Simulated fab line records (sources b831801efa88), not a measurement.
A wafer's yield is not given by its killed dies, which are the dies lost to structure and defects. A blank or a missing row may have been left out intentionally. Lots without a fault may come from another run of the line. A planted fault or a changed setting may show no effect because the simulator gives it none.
Which tool was responsible?    flow gf180mcu    7 lots with 21 wafers sampled at 2 steps, on a route of 602 steps

## WHAT THE GAUGES SHOWED, per wafer
GF_VT_IMPLANT_RS_MEAS_49: measures by four-point-probe.
lot   measured      on            MVPSD_RS (ohm/sq)
L709  day 7 21:32   filmMetro-01  1170 1172 1171
L711  day 8 10:36   filmMetro-03  1174 1172 1170
L716  day 9 23:29   filmMetro-01  1107 1105 1106
L724  day 12 01:40  filmMetro-04  1163 1170 1170
L727  day 12 21:19  filmMetro-04  1167 1166 1167
L729  day 13 11:23  filmMetro-03  1167 1166 1167
L731  day 13 23:35  filmMetro-01  1170 1169 1169

## EACH LOT AND THE TOOL THAT RAN IT (in order: tool; ch and the chambers of the sampled wafers; start)
lot   GF_MVPSD_IMPLANT_09
L709  implanter-01 ch 0, day 5 07:43
L711  implanter-01 ch 0, day 5 19:17
L716  implanter-02 ch 0, day 7 03:44
L724  implanter-04 ch 0, day 9 00:56
L727  implanter-04 ch 0, day 9 18:10
L729  implanter-02 ch 0, day 10 05:44
L731  implanter-02 ch 0, day 10 17:55
- GF_MVPSD_IMPLANT_09

## THE ANSWER, worked out from the rows above alone
Rule: the usual values come from the lots themselves. Put in order of their means at a reading, lots are off if they are a third of the lots or fewer, leave a main group of 4 or more, and stand apart from it by a gap of 3 or more times the standard deviation of the main group's means; of several such gaps the widest counts. If all means in a main group match to the digits the tables above print for the reading, that group is not used. A lot without any number at a reading at which 4 lots or more have one is off too. All remaining lots with rows at the step are treated as sound.
Off: at GF_VT_IMPLANT_RS_MEAS_49 (MVPSD_RS), L716. Main group: mean 1169 ohm/sq, sd 2.1.
If a tool, at a process step before that reading, ran all the lots that are off and no sound lot after the first of them, it fits. The gauges at GF_VT_IMPLANT_RS_MEAS_49 are tried like those tools. No candidate that was tried fits.

## WHAT WAS PUT IN BY THE SIMULATOR
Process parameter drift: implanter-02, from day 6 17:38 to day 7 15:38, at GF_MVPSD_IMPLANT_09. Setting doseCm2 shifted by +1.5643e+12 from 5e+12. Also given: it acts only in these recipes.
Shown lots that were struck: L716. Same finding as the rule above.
